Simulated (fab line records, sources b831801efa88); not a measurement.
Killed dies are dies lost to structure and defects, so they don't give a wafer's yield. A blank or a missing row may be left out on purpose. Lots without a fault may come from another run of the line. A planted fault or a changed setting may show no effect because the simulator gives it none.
One fault seen from 2 desks | flow gf180mcu | each desk has only its own numbers; what lay behind them comes last

THE METROLOGY DESK
What the gauges read, lot by lot, whatever tool the lot ran on: means of the sampled wafers that have a number. A lot is out of limits, marked OUT, if its mean lies more than 4 standard deviations from the usual mean; the brackets give that distance.
Columns: A = V4_W_RS at GF_V4_RS_MEAS_24, usual 0.326 ohm/sq; B = V4_W_THK at GF_V4_THK_MEAS_25, usual 349 nm; C = MIM_CVD_05_THK at GF_MIM_THK_MEAS_06, usual 41.8 nm
lot  | first seen here | A     | B   | C
L710 | day 26 11:31    | 0.321 | 362 | 41.2
L713 | day 26 22:34    | 0.325 | 350 | 41.3
L718 | day 28 19:53    | 0.326 | 345 | 41.4
L724 | day 30 17:18    | 0.332 | 339 | 42.0
L728 | day 31 10:07    | 0.324 | 346 | 41.4
This desk's finding: nothing out of limits on any of the 5 lots.

THE TOOL OWNER'S DESK: pvd_sputter-03
The tool's own readings at GF_MIM_SPUTTER_07 (material TiN, target thk 60 nm, time 50 s): means of the sampled wafers that have a number, for each lot that ran on this tool. A lot is out of limits, marked OUT, if its mean lies more than 4 standard deviations from the usual mean; the brackets give that distance.
Columns: A = throttle_valve_pct at GF_MIM_SPUTTER_07, usual 30.7 %
lot  | first seen here | A
L710 | day 26 12:18    | 30.2
L718 | day 28 20:41    | 30.5
This desk's finding: nothing out of limits on any of the 2 lots.

PUT TOGETHER
The metrology desk saw nothing out of limits.
The tool owner's desk saw nothing out of limits.

WHAT THE SIMULATOR HAD PUT IN
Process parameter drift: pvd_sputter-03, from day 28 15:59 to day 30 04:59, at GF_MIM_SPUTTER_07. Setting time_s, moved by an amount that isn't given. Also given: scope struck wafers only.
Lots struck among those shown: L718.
